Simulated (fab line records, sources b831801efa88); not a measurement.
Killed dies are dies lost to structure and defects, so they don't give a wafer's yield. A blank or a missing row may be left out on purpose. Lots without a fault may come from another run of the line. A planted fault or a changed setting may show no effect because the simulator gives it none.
Which tool did it? | flow sky130 | 11 lots, 33 wafers sampled, at 2 steps of a route of 708

WHAT THE GAUGES READ, wafer by wafer
SKY_METAL2_RS_MEAS_05: measures by four-point-probe. Usual: METAL2_ALCU_RS 0.1262 ohm/sq, standard deviation 0.0014.
lot  | measured     | on            | METAL2_ALCU_RS (ohm/sq) | flag
L238 | day 33 18:38 | film_metro-04 | 0.1258 0.1272 0.1259    |
L240 | day 34 11:04 | film_metro-03 | 0.1252 0.1268 0.1253    |
L242 | day 35 04:40 | film_metro-03 | 0.1287 0.1276 0.1267    |
L243 | day 35 10:52 | film_metro-04 | 0.1284 0.1256 0.1245    |
L244 | day 35 20:43 | film_metro-04 | 0.1256 0.1261 0.1240    |
L245 | day 36 07:40 | film_metro-03 | 0.1283 0.1253 0.1289    |
L253 | day 38 21:05 | film_metro-02 | 0.1253 0.1252 0.1247    |
L255 | day 39 05:53 | film_metro-02 | 0.1269 0.1252 0.1268    |
L257 | day 40 01:40 | film_metro-02 | 0.1275 0.1272 0.1266    |
L258 | day 40 02:21 | film_metro-03 | 0.1255 0.1286 0.1245    |
L259 | day 40 10:21 | film_metro-03 | 0.1262 0.1277 0.1267    |

WHICH TOOL RAN EACH LOT (tool, then ch and the chambers of the sampled wafers, then the start)
lot  | SKY_METAL2_SPUTTER_03
L238 | pvd_sputter-02, day 33 18:32
L240 | pvd_sputter-02, day 34 10:58
L242 | pvd_sputter-01, day 35 04:36
L243 | pvd_sputter-01, day 35 10:48
L244 | pvd_sputter-02, day 35 20:39
L245 | pvd_sputter-02, day 36 07:36
L253 | pvd_sputter-04, day 38 20:58
L255 | pvd_sputter-04, day 39 05:49
L257 | pvd_sputter-04, day 40 01:35
L258 | pvd_sputter-02, day 40 02:14
L259 | pvd_sputter-04, day 40 10:16
- SKY_METAL2_SPUTTER_03: material Ti, target thk 5 nm, time 3.3 s.

WHAT THE TOOLS THEMSELVES READ (means of the sampled wafers that have a number; where no wafer has one, the mark that the record gives instead)
SKY_METAL2_SPUTTER_03. Usual: cathode_dc_power_W 3000.0 W, standard deviation 0.58; chamber_pressure_pa 0.4000 Pa, standard deviation 0.00086; throttle_valve_pct 30.2 %, standard deviation 1.
lot  | tool           | cathode_dc_power_W (W) | chamber_pressure_pa (Pa) | throttle_valve_pct (%) | flag
L238 | pvd_sputter-02 | 2999.2                 | 0.3996                   | 30.4                   |
L240 | pvd_sputter-02 | 3000.2                 | 0.3992                   | 30.5                   |
L242 | pvd_sputter-01 | 3000.0                 | 0.4004                   | 30.4                   |
L243 | pvd_sputter-01 | 3001.3                 | 0.4001                   | 30.5                   |
L244 | pvd_sputter-02 | 2999.5                 | 0.4001                   | 30.5                   |
L245 | pvd_sputter-02 | 2999.7                 | 0.3994                   | 30.7                   |
L253 | pvd_sputter-04 | 3000.3                 | 0.4003                   | 29.5                   |
L255 | pvd_sputter-04 | 3000.3                 | 0.4001                   | 29.3                   |
L257 | pvd_sputter-04 | 3000.1                 | 0.4004                   | 30.2                   |
L258 | pvd_sputter-02 | 2999.8                 | 0.3999                   | 30.5                   |
L259 | pvd_sputter-04 | 3000.0                 | 0.3997                   | 28.5                   |

THE ANSWER, worked out from the rows above alone
Rule: a lot is off if the mean of its wafers that have a number lies more than 3 standard deviations from the usual mean. A lot without any number at a reading at which 4 lots or more have one is off too. The other lots that the step has rows for count as sound. The gauges are gone through in route order, then the tools' own readings, and for those a lot's mean is taken as printed above. The first step at which some lot is off is used, and at that step the reading that is off furthest; a lot without a number counts as furthest.
No lot is off at any reading shown: from this, nothing can be told.

WHAT THE SIMULATOR HAD PUT IN
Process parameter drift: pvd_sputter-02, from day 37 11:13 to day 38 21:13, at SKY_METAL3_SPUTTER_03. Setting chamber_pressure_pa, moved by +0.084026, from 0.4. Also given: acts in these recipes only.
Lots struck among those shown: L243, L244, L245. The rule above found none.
